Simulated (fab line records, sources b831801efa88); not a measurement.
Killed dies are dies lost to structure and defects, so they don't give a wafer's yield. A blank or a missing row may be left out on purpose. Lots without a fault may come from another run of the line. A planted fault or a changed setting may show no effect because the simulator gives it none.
Problem report in the 8D (eight disciplines) form, filled by code | flow gf180mcu | the parts of the form that need people (team, actions taken, sign-off) are left out

1. THE PROBLEM
run_length_s at GF_MIM_METAL_ETCH_19 reads a mean of 67.4 s on 3 wafers of 2 lots; wafers without a fault read 82.4 s with a standard deviation of 0.57. That is -26 standard deviations from the usual mean.
The step: etches the open film in Cl2/BCl3, stops on Si3N4, target depth 324.5 nm, time 54.1 s.
First seen on wafer L369.2, day 29 08:45, on rie_metal-01. The record holds 33 wafers of 11 lots with a number at this step. Rule for "out", or "out of limits": more than 4 standard deviations from the usual mean. The other wafers with a number count as sound.

2. WHAT IT IS AND WHAT IT IS NOT
question                    | is                                               | is not
which readings at this step | run_length_s, oes_product_au, throttle_valve_pct | drypump_motor_current_A
which lots                  | L369, L370                                       | L357, L358, L359, L361, L368, L375, L376, L377, L380
which wafers of those lots  | L369.2, L370.1, L370.4                           | L369.1, L369.5, L370.5
read on which tools         | rie_metal-01                                     | rie_metal-02, rie_metal-04
when                        | from day 29 08:45                                | up to then (17 sound wafers); but 13 sound wafers of L370, L375, L376, L377, L380 came after

3. SUSPECTS, AND WHAT RULES EACH OUT
Counting: a tool at a process step up to the reading stays a suspect if it ran every lot that is out. Sound lots after the first of them don't rule it out here, since some wafers of a struck lot are sound.
- cvd_w-02 at GF_V4_CVD_23 (deposits W, target thk 350 nm, time 104.9 s): kept. It ran every lot that is out, first L369 (day 28 12:55); its last sound lot up to then is L361 (day 25 23:37).
- rie_metal-01 at GF_MIM_METAL_ETCH_19 (etches the open film in Cl2/BCl3, stops on Si3N4, target depth 324.5 nm, time 54.1 s): kept. It ran every lot that is out, first L369 (day 29 08:45); its last sound lot up to then is L359 (day 26 02:46). Its own readings are out on those wafers: oes_product_au, run_length_s, throttle_valve_pct.
- Within rie_metal-01 at GF_MIM_METAL_ETCH_19: the wafers that are out ran in chamber 1; their sound lot-mates ran in chamber 0.
Left after counting: cvd_w-02 at GF_V4_CVD_23, rie_metal-01 at GF_MIM_METAL_ETCH_19.

4. THE CAUSE (what the simulator had put in)
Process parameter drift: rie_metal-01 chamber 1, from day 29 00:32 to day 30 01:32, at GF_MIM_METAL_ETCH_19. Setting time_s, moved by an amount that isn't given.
Counting left 2 suspects, and this tool is among them.

5. THE CHAIN OF EFFECTS, in route order
Each row: a reading whose mean over the struck wafers that have a number lies more than 3 standard deviations from the usual. Only readings for which the record gives a usual standard deviation are gone through. hours: the time from each lot's start at the first step in this table that gives one to its start at this step, as a median over the lots. sigmas: the change in usual standard deviations.
hours | step                    | reading                  | usual      | on struck wafers | change | sigmas
0     | GF_MIM_METAL_ETCH_19    | oes_product_au           | 0.941 a.u. | 1.006            | +0.065 | +10
0     | GF_MIM_METAL_ETCH_19    | run_length_s             | 82.4 s     | 67.4             | -15.0  | -26
0     | GF_MIM_METAL_ETCH_19    | throttle_valve_pct       | 28.284 %   | 28.215           | -0.069 | -7.2
0     | GF_MIM_STRIP_20         | strip_time_to_endpoint_s | 11.23 s    | 11.64            | +0.41  | +10
77    | GF_PASSIVATION_PROBE_99 | defect_limited_yield     | 90.2 %     | 0.0              | -90.2  | -64
77    | GF_PASSIVATION_PROBE_99 | killed_at_other          | 0.2        | 443.0            | +442.8 | +99 or more
77    | GF_PASSIVATION_PROBE_99 | killed_dies              | 48         | 492              | +444   | +64
77    | GF_PASSIVATION_PROBE_99 | killed_on_rim            | 10         | 96               | +86    | +27
77    | GF_PASSIVATION_PROBE_99 | sort_bin_3_pad_short     | 0.4 %      | 90.4             | +90.0  | +99 or more
77    | GF_PASSIVATION_PROBE_99 | sort_n_pass              | 444        | 0                | -444   | -64
77    | GF_PASSIVATION_PROBE_99 | sort_yield_pct           | 90.2 %     | 0.0              | -90.2  | -64
The process steps in it:
- GF_MIM_METAL_ETCH_19: etches the open film in Cl2/BCl3, stops on Si3N4, target depth 324.5 nm, time 54.1 s.
- GF_MIM_STRIP_20: strips in O2/N2.
- GF_PASSIVATION_PROBE_99

6. WHAT WOULD HAVE CAUGHT IT SOONER
In this record the first reading out of limits was taken at day 29 08:45, 8 hours after the fault began at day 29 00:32.
